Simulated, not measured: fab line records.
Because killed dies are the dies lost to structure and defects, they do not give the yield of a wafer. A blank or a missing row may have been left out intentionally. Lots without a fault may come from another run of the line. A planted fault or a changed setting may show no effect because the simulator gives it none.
Matching of chambers    flow sky130    pecvd-01 running SKY_CAP2M_CVD_00: 3 sister chambers
The step deposits SiO2, target thk 15.5 nm. 6 wafers are shown with their chamber, then 9 later ones without.

## WAFERS PAIRED WITH THEIR CHAMBERS
wafer   chamber  heater_power_w (W)
L084.1  2        871
L084.2  1        710
L084.3  0        679
L084.4  1        708
L084.5  0        675
L084.6  2        862

## WAFERS WHOSE CHAMBER IS MISSING
wafer   heater_power_w (W)
L088.2  879
L088.3  645
L088.5  684
L092.3  684
L092.4  917
L092.5  770
L095.1  748
L095.2  612
L095.3  904

## CHAMBER TAKEN BY EACH
wafer    from the rows above   in truth
L088.2   2                     2
L088.3   0                     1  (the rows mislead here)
L088.5   0                     0
L092.3   0                     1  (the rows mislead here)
L092.4   2                     2
L092.5   1                     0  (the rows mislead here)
L095.1   1                     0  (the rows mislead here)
L095.2   0                     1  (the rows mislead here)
L095.3   2                     2
Correctly placed: 4 of 9. From these rows, 0 cannot be placed. 5 placed wrongly.
How it was worked out, from the rows above alone: a wafer's distance from a chamber is the root of the sum, over the readings, of the square of ((its reading less the chamber's mean) divided by the reading's scatter). If the next closest chamber is less than 2 further off than the closest, the wafer can't be placed; otherwise it belongs to the closest. For every chamber, the mean is computed from those of its wafers that are shown. The scatter: the root of (the sum of the squares of (reading less its chamber's mean) over the shown wafers, divided by (wafers less chambers)).
